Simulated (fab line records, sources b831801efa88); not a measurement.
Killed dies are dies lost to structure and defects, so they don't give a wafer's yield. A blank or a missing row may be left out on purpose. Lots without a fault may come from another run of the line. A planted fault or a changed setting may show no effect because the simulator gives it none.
Which tool did it? | flow sky130 | 10 lots, 30 wafers sampled, at 1 step of a route of 708

WHAT THE GAUGES READ, wafer by wafer
SKY_VIA3_OVL_MEAS_13. Usual: VIA3_OVL 0 nm, standard deviation 5.5.
lot  | measured     | on         | VIA3_OVL (nm) | flag
L971 | day 39 17:09 | overlay-01 | 5 -1 -3       |
L974 | day 40 14:33 | overlay-02 | -5 -8 -1      |
L978 | day 42 15:52 | overlay-02 | 1 -4 -5       |
L977 | day 42 17:54 | overlay-01 | -2 1 6        |
L983 | day 43 07:18 | overlay-01 | -5 -8 -3      |
L984 | day 43 14:16 | overlay-02 | -5 1 5        |
L989 | day 44 21:07 | overlay-01 | 1 2 -1        |
L990 | day 45 04:38 | overlay-02 | 4 7 -6        |
L991 | day 45 07:19 | overlay-02 | 11 5 2        |
L993 | day 45 20:58 | overlay-01 | 5 -5 10       |

WHICH TOOL RAN EACH LOT (tool, then ch and the chambers of the sampled wafers, then the start)
The record holds no process step before these readings.

WHAT THE TOOLS THEMSELVES READ (means of the sampled wafers that have a number; where no wafer has one, the mark that the record gives instead)
The record holds no such reading with a usual standard deviation.

THE ANSWER, worked out from the rows above alone
Rule: a lot is off if the mean of its wafers that have a number lies more than 3 standard deviations from the usual mean. A lot without any number at a reading at which 4 lots or more have one is off too. The other lots that the step has rows for count as sound. The gauges are gone through in route order, then the tools' own readings, and for those a lot's mean is taken as printed above. The first step at which some lot is off is used, and at that step the reading that is off furthest; a lot without a number counts as furthest.
No lot is off at any reading shown: from this, nothing can be told.

WHAT THE SIMULATOR HAD PUT IN
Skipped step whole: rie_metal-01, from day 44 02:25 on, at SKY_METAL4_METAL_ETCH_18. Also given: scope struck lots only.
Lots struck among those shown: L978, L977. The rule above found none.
